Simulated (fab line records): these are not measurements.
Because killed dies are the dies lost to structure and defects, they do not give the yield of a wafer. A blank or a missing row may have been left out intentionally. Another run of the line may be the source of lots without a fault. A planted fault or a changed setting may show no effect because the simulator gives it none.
Chamber matching -- flow gf180mcu -- GF_STI_CMP_25 on cmp-01: 4 sister chambers
The step polishes, stops on Si3N4, t overpolish 33 s, target thk 524.6 nm. 8 wafers are shown with their chamber, then 11 later ones without.

WAFERS PAIRED WITH THEIR CHAMBERS
wafer,chamber,motor_current_A (A),time_to_endpoint_s (s)
L922.2,3,13.8,126
L924.6,3,14.7,125
L925.5,1,11.4,120
L925.6,0,11.2,125
L926.2,2,10.9,126
L926.5,0,11.6,130
L926.6,1,11.4,118
L928.1,2,11.4,122

WAFERS MISSING THEIR CHAMBER
wafer,motor_current_A (A),time_to_endpoint_s (s)
L928.5,10.8,120
L928.6,11.2,121
L938.1,10.6,124
L938.2,11.0,120
L938.3,14.8,120
L939.1,11.1,124
L939.3,13.9,118
L939.4,10.9,129
L943.2,14.3,128
L943.5,13.9,127
L943.6,11.0,130

WHICH CHAMBER EACH ONE RAN IN
wafer,from the rows above,in truth
L928.5,can't be placed: 1 or 2 or 0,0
L928.6,can't be placed: 1 or 2 or 0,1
L938.1,can't be placed: 2 or 0 or 1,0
L938.2,can't be placed: 1 or 2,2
L938.3,3,3
L939.1,can't be placed: 2 or 0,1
L939.3,3,3
L939.4,can't be placed: 0 or 2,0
L943.2,3,3
L943.5,3,3
L943.6,can't be placed: 0 or 2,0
Correctly placed: 4 of 11. These rows do not allow placing 7 (true chamber among the candidates in 6). Placed wrongly: 0.
How it was worked out, from the rows above alone: a wafer's distance from a chamber is the root of the sum, over the readings, of the square of ((its reading less the chamber's mean) divided by the reading's scatter). The wafer belongs to the nearest chamber; if the next one is less than 2 further off, it can't be placed. The mean given for a chamber averages the wafers shown for that chamber. How the scatter is found: for the shown wafers, subtract from each reading the mean of its chamber, square and add these, divide the total by (wafers less chambers), then take the root.
